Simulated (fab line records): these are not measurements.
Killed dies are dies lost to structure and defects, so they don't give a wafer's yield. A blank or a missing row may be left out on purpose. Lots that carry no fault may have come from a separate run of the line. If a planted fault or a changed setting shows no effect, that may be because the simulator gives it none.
fab line records	flow sky130
record: lots: 6	wafers: 18	last_day: 50
route steps=708 shown SONOS_TUNNEL@156 SONOS_ONO@168 PAD_OPEN@708
lots that met no fault: from a run of the same line without faults
start_h: hours from the record's first day to the start of the lot's first wafer shown	wait_h: hours elapsed since this lot's preceding step	" unchanged from the row above	L1.1+2: a single row standing in for several wafers	- no value, or no start was given	* or withheld: withheld	< > ~ a bound
route shown NAME@n: NAME is a module with steps in the file, n the number in the route of the first one	usual: mean/standard deviation of fault-free wafers	same: alike in all rows	chamber/n: place in a boat	sites: per-site readings	_std_site: their standard deviation	_edge_site: inner sites' mean taken away from outer sites' mean	radius_mm: how far each site lies from the wafer's centre	mask NAME#n: copy n	behind: the most recent tool/chamber to have shaped the wafer	hold: cause of the lot's hold/its duration in hours/its outcome	device: names the non-switching transistor (n, p or np)	end of line: the tests these same wafers got at the end of their route	a step with no rows: only its recipe	killed: count of dies lost to structure and defects at first sort (not the wafer's yield)	map: a wafer's dies, marking killed ones x, the rest . and places with no die _
set.NAME: the setting the step ran with; set.NAME@STEP: the setting that earlier step ran with	model.NAME: the simulator's own value behind a step, which no gauge read
lots at some steps of the route; a table a step, a row a wafer
services: from which hour (start_h, from the record's first day; less than 0 if before it) a tool's chamber was out of use, for how many hours, and why
== steps ==
step: SKY_SONOS_TUNNEL_COAT_02
recipe: resist: NOVOLAK	spin_rpm: 3000	resist_thk_nm: 1140
step: SKY_SONOS_TUNNEL_SOFTBAKE_03
recipe: temp_c: 90	time_s: 60	resist: NOVOLAK
step: SKY_SONOS_TUNNEL_EXPOSE_04
recipe: mask_id: TUNM	na: 0.6	source_shape: conventional	sigma_outer: 0.6	polarization: unpolarized	target_cd_nm: 410	dose_mj: 136
step: SKY_SONOS_TUNNEL_PEB_05
recipe: temp_c: withheld	time_s: *	resist: NOVOLAK
step: SKY_SONOS_TUNNEL_DEVELOP_06
recipe: resist: NOVOLAK	developer: TMAH	develop_time_s: 60	dev_temp_c: 23
step: SKY_SONOS_TUNNEL_CD_MEAS_07
recipe: target_cd_nm: 410
usual: cd_nm: 409.4/2.6
lot.wafer	tool	chamber	start_h	wait_h	cd_nm
L449.2	cd_sem-02	-	353.93	0.1	413.0
L449.3	"	-	"	"	409.6
L449.5	"	-	"	"	412.2
L450.4	cd_sem-02	-	366.86	0.1	410.5
L450.5	"	-	"	"	408.7
L450.6	"	-	"	"	407.9
L451.1	cd_sem-01	-	372.29	0.1	411.1
L451.3	"	-	"	"	412.5
L451.5	"	-	"	"	413.8
L456.1	cd_sem-01	-	415.05	0.1	408.6
L456.3	"	-	"	"	409.3
L456.6	"	-	"	"	407.7
L457.2	cd_sem-01	-	423.52	0.1	409.7
L457.4	"	-	"	"	408.2
L457.5	"	-	"	"	407.3
L458.1	cd_sem-02	-	428.20	0.1	409.3
L458.2	"	-	"	"	408.5
L458.5	"	-	"	"	406.3
step: SKY_SONOS_TUNNEL_OVL_MEAS_08
usual: SONOS_TUNNEL_OVL: -0.8/1.1
lot.wafer	tool	chamber	start_h	wait_h	SONOS_TUNNEL_OVL[nm]
L449.2	overlay-01	-	354.03	0.1	0.8
L449.3	"	-	"	"	0.2
L449.5	"	-	"	"	1.8
L450.4	overlay-01	-	366.94	0.1	-1.2
L450.5	"	-	"	"	-2.6
L450.6	"	-	"	"	-1.5
L451.1	overlay-02	-	372.41	0.1	0.9
L451.3	"	-	"	"	1.5
L451.5	"	-	"	"	0.7
L456.1	overlay-01	-	415.17	0.1	-0.9
L456.3	"	-	"	"	-0.6
L456.6	"	-	"	"	0.6
L457.2	overlay-02	-	423.62	0.1	-0.5
L457.4	"	-	"	"	-2.2
L457.5	"	-	"	"	0.3
L458.1	overlay-02	-	428.32	0.1	-0.8
L458.2	"	-	"	"	-0.9
L458.5	"	-	"	"	-2.0
step: SKY_SONOS_TUNNEL_IMPLANT_09
recipe: species: B	energy_kev: 20	dose_cm2: 1e+12	tilt_deg: withheld
step: SKY_SONOS_TUNNEL_WET_ETCH_10
recipe: chemistry: dHF	target_depth_nm: 14	target: SiO2	dilution: 100:1	temp_c: 25	time_s: 280
step: SKY_SONOS_TUNNEL_STRIP_11
recipe: chemistry: SPM	time_s: 600	temp_c: 130
step: SKY_SONOS_TUNNEL_TW_MEAS_12
usual: SONOS_TUNNEL_TW: 198.2/0.78
lot.wafer	tool	chamber	start_h	wait_h	SONOS_TUNNEL_TW
L449.2	film_metro-04	-	354.50	0.0	198.6
L449.3	"	-	"	"	199.1
L449.5	"	-	"	"	198.2
L450.4	film_metro-04	-	367.40	0.0	198.3
L450.5	"	-	"	"	197.9
L450.6	"	-	"	"	197.4
L451.1	film_metro-04	-	372.88	0.0	198.9
L451.3	"	-	"	"	197.9
L451.5	"	-	"	"	199.2
L456.1	film_metro-03	-	415.64	0.0	199.5
L456.3	"	-	"	"	199.2
L456.6	"	-	"	"	197.8
L457.2	film_metro-03	-	424.10	0.0	199.9
L457.4	"	-	"	"	198.0
L457.5	"	-	"	"	198.8
L458.1	film_metro-01	-	428.77	0.0	199.3
L458.2	"	-	"	"	199.1
L458.5	"	-	"	"	199.0
step: SKY_SONOS_TUNNEL_CLEAN_13
recipe: chemistry: dHF	time_s: 20	dilution: 100:1	dry: ipa_marangoni
step: SKY_SONOS_ONO_OXIDATION_00
recipe: temp_c: 800	ambient: O2	idle_temp_c: 700	ramp_up_c_per_min: 10	ramp_down_c_per_min: 3	stabilise_s: 600	purge_s: 300	target_thk_a: 26	ox_time_s: 1249
usual: spike_tc_bottom_C: 820.1/2.8	spike_tc_centre_C: 800.2/0.98	spike_tc_lower_C: 800.5/1.3	spike_tc_top_C: 813.9/1.6	spike_tc_upper_C: 799.9/1.2	tube_center_temp_C: 800.01/0.073	tube_center_temp_C_max: 802.1/0.35	zone_power_bottom_pct: 22.9/1	zone_power_centre_pct: 13.46/0.21	zone_power_upper_pct: 14.78/0.25
same: purge_s: 300
lot.wafer	tool	chamber	start_h	wait_h	spike_tc_bottom_C	spike_tc_centre_C	spike_tc_lower_C	spike_tc_top_C	spike_tc_upper_C	tube_center_temp_C	tube_center_temp_C_max	zone_power_bottom_pct	zone_power_centre_pct	zone_power_upper_pct	model.SiO2_of_SONOS_ONO_OXIDATION_00.thk_nm
L449.2	furnace-02	0	354.72	0.2	816.9	800.3	799.8	813.8	798.7	800.08	802.7	21.6	13.26	14.60	2.571
L449.3	"	0	"	"	817.8	799.9	801.0	811.4	800.6	800.08	801.5	21.8	13.26	14.47	2.556
L449.5	"	0	"	"	816.6	799.8	797.6	812.4	799.8	800.08	802.2	21.8	13.32	14.71	2.552
L450.4	furnace-01	0	369.30	1.9	822.9	799.4	800.0	816.3	798.2	799.93	802.3	23.8	13.36	14.81	2.648
L450.5	"	0	"	"	822.1	800.1	799.5	815.1	799.7	799.98	802.1	23.9	13.72	15.05	2.607
L450.6	"	0	"	"	824.4	800.1	800.9	815.7	798.4	799.89	802.0	23.6	13.76	14.91	2.625
L451.1	furnace-02	0	372.96	0.0	817.5	800.0	798.5	811.7	799.6	799.87	802.1	21.9	13.17	14.62	2.582
L451.3	"	0	"	"	819.5	801.7	799.1	812.5	801.5	800.13	802.2	22.1	13.29	14.55	2.587
L451.5	"	0	"	"	818.3	800.9	799.1	811.8	802.1	800.07	802.2	21.8	13.32	14.62	2.545
L456.1	furnace-01	0	416.49	0.8	833.1	810.3	811.1	827.6	810.9	811.95	814.5	24.9	13.96	15.68	3.115
L456.3	"	0	"	"	834.1	811.0	811.3	827.4	809.7	811.98	813.9	24.5	14.18	15.77	3.113
L456.6	"	0	"	"	835.6	811.7	812.1	826.5	810.1	812.05	813.9	24.4	13.90	15.57	3.084
L457.2	furnace-01	0	424.16	0.0	834.2	812.2	813.0	828.0	813.2	811.94	813.7	24.8	14.04	15.50	3.111
L457.4	"	0	"	"	833.5	809.9	813.4	826.7	811.5	811.98	814.1	24.5	14.02	15.27	3.047
L457.5	"	0	"	"	833.6	810.5	813.7	828.4	811.8	811.98	814.4	25.0	14.20	15.54	3.063
L458.1	furnace-02	0	428.84	0.0	816.7	800.1	800.0	812.6	799.8	799.9	801.8	21.8	13.35	14.66	2.602
L458.2	"	0	"	"	819.0	799.9	798.3	813.9	799.8	799.98	801.9	22.0	13.29	14.71	2.675
L458.5	"	0	"	"	815.9	799.8	800.4	811.4	800.5	800.12	803.1	21.7	13.22	14.47	2.571
step: SKY_SONOS_ONO_THK_MEAS_01
recipe: reads: SiO2_of_SONOS_ONO_OXIDATION_00
usual: SONOS_ONO_OXIDATION_THK: 2.61/0.052
lot.wafer	tool	chamber	start_h	wait_h	SONOS_ONO_OXIDATION_THK[nm]
L449.2	film_metro-03	-	356.08	0.0	2.59
L449.3	"	-	"	"	2.52
L449.5	"	-	"	"	2.58
L450.4	film_metro-02	-	370.68	0.0	2.64
L450.5	"	-	"	"	2.64
L450.6	"	-	"	"	2.65
L451.1	film_metro-03	-	374.30	0.0	2.64
L451.3	"	-	"	"	2.58
L451.5	"	-	"	"	2.56
L456.1	film_metro-03	-	417.84	0.0	3.18
L456.3	"	-	"	"	3.09
L456.6	"	-	"	"	3.14
L457.2	film_metro-03	-	425.52	0.0	3.07
L457.4	"	-	"	"	3.01
L457.5	"	-	"	"	3.06
L458.1	film_metro-01	-	430.19	0.0	2.59
L458.2	"	-	"	"	2.68
L458.5	"	-	"	"	2.56
step: SKY_SONOS_ONO_CVD_02
recipe: material: Si3N4	precursor: DCS/NH3	target_thk_nm: 10.5	temp_c: 770	time_s: 180	pressure_mtorr: 250
step: SKY_PAD_OPEN_PROBE_99
usual: killed_at_M0_to_M3: 44/7.5	killed_at_M4_up: 3.3/1.8	killed_at_contacts: 25/5.9	killed_at_front_end: 16/4.7	killed_at_other: 0.3/0.52	killed_dies: 89/9.9	killed_open: 49/7.8	killed_short: 40/5.8
same: gross_dies: 492	killed_at_back_side: 0
lot.wafer	tool	chamber	start_h	wait_h	killed_at_M0_to_M3	killed_at_M4_up	killed_at_contacts	killed_at_front_end	killed_at_other	killed_dies	killed_open	killed_short	model.etest.sonos_erased.drive_ua_um	model.etest.cap_ono.gate_log10_a_cm2	model.etest.sonos_erased.vt_v	model.etest.cap_ono.gate_bv_v	model.etest.cap_ono.tox_acc_nm	model.etest.sonos_programmed.vt_v	model.etest.sonos_baked.vt_less_v	model.etest.sonos_programmed.off_log10_a_um
L449.2	prober-02	-	1158.00	0.1	42	2	26	14	1	85	42	43	208.3	-7.907	-2.304	16.63	12.92	1.452	-0.5229	-13.99
L449.3	prober-02	-	1158.05	0.2	31	3	24	16	1	75	36	39	183.8	-8.207	-2.24	16.65	13.03	1.393	-0.5026	-13.87
L449.5	prober-02	-	1158.15	0.2	40	1	22	17	0	80	39	41	163	-8.105	-2.205	16.45	13.04	1.389	-0.4446	-14.01
L450.4	prober-01	-	1162.94	0.2	41	7	33	12	0	93	50	43	171.4	-8.185	-2.175	16.22	13.15	1.311	-0.4095	-13.9
L450.5	prober-01	-	1162.99	0.2	50	3	29	15	0	97	57	40	198.7	-8.21	-2.233	16.68	13.11	1.337	-0.4582	-13.94
L450.6	prober-01	-	1163.04	0.2	27	7	28	19	0	81	38	43	207.2	-8.318	-2.213	16.81	13.16	1.327	-0.4457	-13.95
L451.1	prober-02	-	1163.11	0.1	47	5	20	15	0	87	49	38	184.4	-8.24	-2.186	16.54	13.13	1.342	-0.4995	-13.89
L451.3	prober-02	-	1163.21	0.2	43	2	30	25	0	100	55	45	187.1	-8.257	-2.185	16.55	13.18	1.356	-0.4807	-13.91
L451.5	prober-02	-	1163.31	0.2	50	4	26	20	0	100	57	43	185.8	-8.251	-2.191	16.66	13.13	1.328	-0.4447	-13.94
L456.1	prober-01	-	1188.50	0.1	48	6	20	15	0	89	45	44	135	-8.663	-1.661	16.95	13.4	1.272	-0.3588	-13.92
L456.3	prober-01	-	1188.60	0.2	38	3	37	11	1	90	45	44	116.3	-8.6	-1.615	17.12	13.43	1.284	-0.3564	-13.79
L456.6	prober-01	-	1188.75	0.2	36	1	24	17	0	78	44	33	146.4	-8.635	-1.71	16.91	13.48	1.244	-0.3239	-13.97
L457.2	prober-02	-	1195.41	0.1	43	5	20	10	0	78	45	33	121.4	-8.781	-1.563	17.3	13.55	1.151	-0.2872	-13.83
L457.4	prober-02	-	1195.51	0.2	58	3	24	17	0	102	48	54	153.5	-8.826	-1.708	17.18	13.48	1.163	-0.3317	-13.84
L457.5	prober-02	-	1195.56	0.2	47	4	16	18	0	85	55	30	109.3	-8.928	-1.542	17.32	13.65	1.123	-0.3148	-13.72
L458.1	prober-01	-	1197.64	0.1	41	0	32	11	1	85	44	41	211.9	-7.676	-2.384	16.55	12.67	1.595	-0.5685	-14.03
L458.2	prober-01	-	1197.69	0.1	35	2	13	20	0	70	39	30	217.2	-7.918	-2.309	16.17	12.88	1.476	-0.4505	-13.93
L458.5	prober-01	-	1197.84	0.2	40	6	20	12	0	78	44	34	189.9	-7.66	-2.376	16.09	12.67	1.532	-0.5208	-13.84
killed by level:class
L449.2 CONTACT:geometric_particle:open=12 METAL2:geometric_particle:short=9 VIA1:geometric_particle:open=6 METAL3:geometric_particle:short=6 VIA3:geometric_particle:open=6 LI_CONTACT:geometric_particle:open=5 CONTACT:geometric_particle:short=5 METAL1:geometric_particle:short=4
L449.3 CONTACT:geometric_particle:open=7 LOCAL_INTERCONNECT:geometric_particle:short=6 VIA1:geometric_particle:open=6 VIA3:geometric_particle:open=6 FIELD_ISO:geometric_particle:short=5 LI_CONTACT:geometric_particle:open=5 VIA3:geometric_particle:short=5 FIELD_ISO:geometric_particle:open=4
L449.5 LI_CONTACT:geometric_particle:open=9 VIA1:geometric_particle:open=7 METAL1:geometric_particle:short=7 LOCAL_INTERCONNECT:geometric_particle:short=6 VIA1:geometric_particle:short=6 VIA2:geometric_particle:open=6 FIELD_ISO:geometric_particle:short=5 METAL3:geometric_particle:short=5
L450.4 CONTACT:geometric_particle:open=15 VIA1:geometric_particle:open=14 VIA2:geometric_particle:short=7 LOCAL_INTERCONNECT:geometric_particle:short=6 CONTACT:geometric_particle:short=5 METAL1:geometric_particle:short=5 VIA4:geometric_particle:open=4 FIELD_ISO:geometric_particle:short=3
L450.5 VIA1:geometric_particle:open=13 VIA3:geometric_particle:open=10 VIA1:geometric_particle:short=9 LI_CONTACT:geometric_particle:open=7 CONTACT:geometric_particle:short=7 CONTACT:geometric_particle:open=7 VIA2:geometric_particle:open=7 FIELD_ISO:geometric_particle:open=5
L450.6 LOCAL_INTERCONNECT:geometric_particle:short=7 CONTACT:geometric_particle:open=7 VIA1:geometric_particle:open=7 METAL4:geometric_particle:short=7 LI_CONTACT:geometric_particle:open=6 LI_CONTACT:geometric_particle:short=5 VIA1:geometric_particle:short=5 FIELD_ISO:geometric_particle:open=4
L451.1 CONTACT:geometric_particle:open=7 VIA1:geometric_particle:open=7 VIA3:geometric_particle:open=7 METAL1:geometric_particle:short=6 LI_CONTACT:geometric_particle:open=6 VIA2:geometric_particle:short=6 CONTACT:geometric_particle:short=5 VIA2:geometric_particle:open=5
L451.3 VIA1:geometric_particle:open=13 CONTACT:geometric_particle:open=12 LI_CONTACT:geometric_particle:open=8 FIELD_ISO:geometric_particle:open=7 FIELD_ISO:geometric_particle:short=7 METAL1:geometric_particle:short=7 CONTACT:geometric_particle:short=6 POLY_GATE:geometric_particle:short=5
L451.5 CONTACT:geometric_particle:open=10 VIA2:geometric_particle:open=10 LI_CONTACT:geometric_particle:open=8 VIA1:geometric_particle:open=8 POLY_GATE:geometric_particle:short=6 VIA3:geometric_particle:open=6 FIELD_ISO:geometric_particle:short=5 VIA2:geometric_particle:short=5
L456.1 VIA1:geometric_particle:open=11 METAL2:geometric_particle:short=9 CONTACT:geometric_particle:open=8 VIA1:geometric_particle:short=7 FIELD_ISO:geometric_particle:short=6 VIA2:geometric_particle:open=6 METAL1:geometric_particle:short=5 VIA3:geometric_particle:open=5
L456.3 LI_CONTACT:geometric_particle:open=13 CONTACT:geometric_particle:open=9 VIA2:geometric_particle:open=8 CONTACT:geometric_particle:short=5 SPACER:geometric_particle:short=4 LI_CONTACT:geometric_particle:short=4 VIA3:geometric_particle:open=4 METAL1:geometric_particle:short=4
L456.6 LI_CONTACT:geometric_particle:open=8 CONTACT:geometric_particle:open=8 POLY_GATE:geometric_particle:open=7 VIA2:geometric_particle:open=7 METAL2:geometric_particle:short=7 VIA1:geometric_particle:short=6 VIA1:geometric_particle:open=5 VIA3:geometric_particle:short=4
L457.2 VIA1:geometric_particle:open=12 CONTACT:geometric_particle:open=9 VIA1:geometric_particle:short=8 VIA2:geometric_particle:open=7 VIA3:geometric_particle:short=5 POLY_GATE:geometric_particle:open=4 LOCAL_INTERCONNECT:geometric_particle:short=4 METAL1:geometric_particle:short=4
L457.4 VIA1:geometric_particle:short=12 VIA2:geometric_particle:open=11 VIA1:geometric_particle:open=10 METAL1:geometric_particle:short=9 CONTACT:geometric_particle:open=8 POLY_GATE:geometric_particle:open=7 CONTACT:geometric_particle:short=7 METAL2:geometric_particle:short=6
L457.5 VIA1:geometric_particle:open=15 VIA2:geometric_particle:open=8 VIA3:geometric_particle:open=6 LI_CONTACT:geometric_particle:open=5 CONTACT:geometric_particle:open=5 FIELD_ISO:geometric_particle:open=4 POLY_GATE:geometric_particle:open=4 POLY_GATE:geometric_particle:short=4
L458.1 CONTACT:geometric_particle:short=12 CONTACT:geometric_particle:open=11 VIA1:geometric_particle:open=8 VIA3:geometric_particle:open=8 LI_CONTACT:geometric_particle:open=6 METAL1:geometric_particle:short=6 POLY_GATE:geometric_particle:short=5 METAL2:geometric_particle:short=5
L458.2 VIA1:geometric_particle:open=12 FIELD_ISO:geometric_particle:open=6 FIELD_ISO:geometric_particle:short=6 LI_CONTACT:geometric_particle:open=6 VIA1:geometric_particle:short=5 METAL2:geometric_particle:short=4 VIA3:geometric_particle:open=4 METAL1:geometric_particle:short=3
L458.5 VIA2:geometric_particle:open=7 VIA1:geometric_particle:open=6 LI_CONTACT:geometric_particle:open=6 VIA3:geometric_particle:open=6 CONTACT:geometric_particle:short=5 METAL2:geometric_particle:short=5 LOCAL_INTERCONNECT:geometric_particle:short=4 CONTACT:geometric_particle:open=4
== services ==
tool	chamber	start_h	hours	kind
furnace-02	-	332.47	5.2	pm
furnace-02	-	381.05	4.1	pm
furnace-01	-	399.08	3.9	pm
== key ==
first_sign: step: SKY_SONOS_ONO_OXIDATION_00	reading: tube_center_temp_C	direction: up	sigmas: 99+	usual: *	struck: *
effect: step: SKY_SONOS_ONO_OXIDATION_00	reading: tube_center_temp_C_max	direction: up	sigmas: 34	usual: *	struck: *
effect: step: SKY_SONOS_ONO_THK_MEAS_01	reading: SONOS_ONO_OXIDATION_THK	direction: up	sigmas: 9.3	usual: 2.61	struck: 3.09
model_effect: step: SKY_SONOS_ONO_OXIDATION_00	value: SiO2_of_SONOS_ONO_OXIDATION_00.thk_nm	without: 2.609	struck: 3.089
model_effect: step: SKY_PAD_OPEN_PROBE_99	value: etest.sonos_erased.drive_ua_um	without: 193.9	struck: 130.3
met_at SKY_SONOS_ONO_OXIDATION_00
struck_wafers L456.1,L456.3,L456.6,L457.2,L457.4,L457.5
tester_left_out L456,L457
onset_between 369.30 416.49
fault: kind: process_parameter_drift	tool: furnace-01	chamber: -	onset_h: 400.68	steps: SKY_SONOS_ONO_OXIDATION_00	channel: temp_c	offset: *	shape: step	end_h: 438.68	acts_in: *	stated: *
tester_left_out: of these lots the tester's yield and bins aren't shown, on N5 and GAA mostly nor the transistor test; their killed dies are dies lost to structure and defects alone, not to doping, threshold or leakage, so they don't give the yield
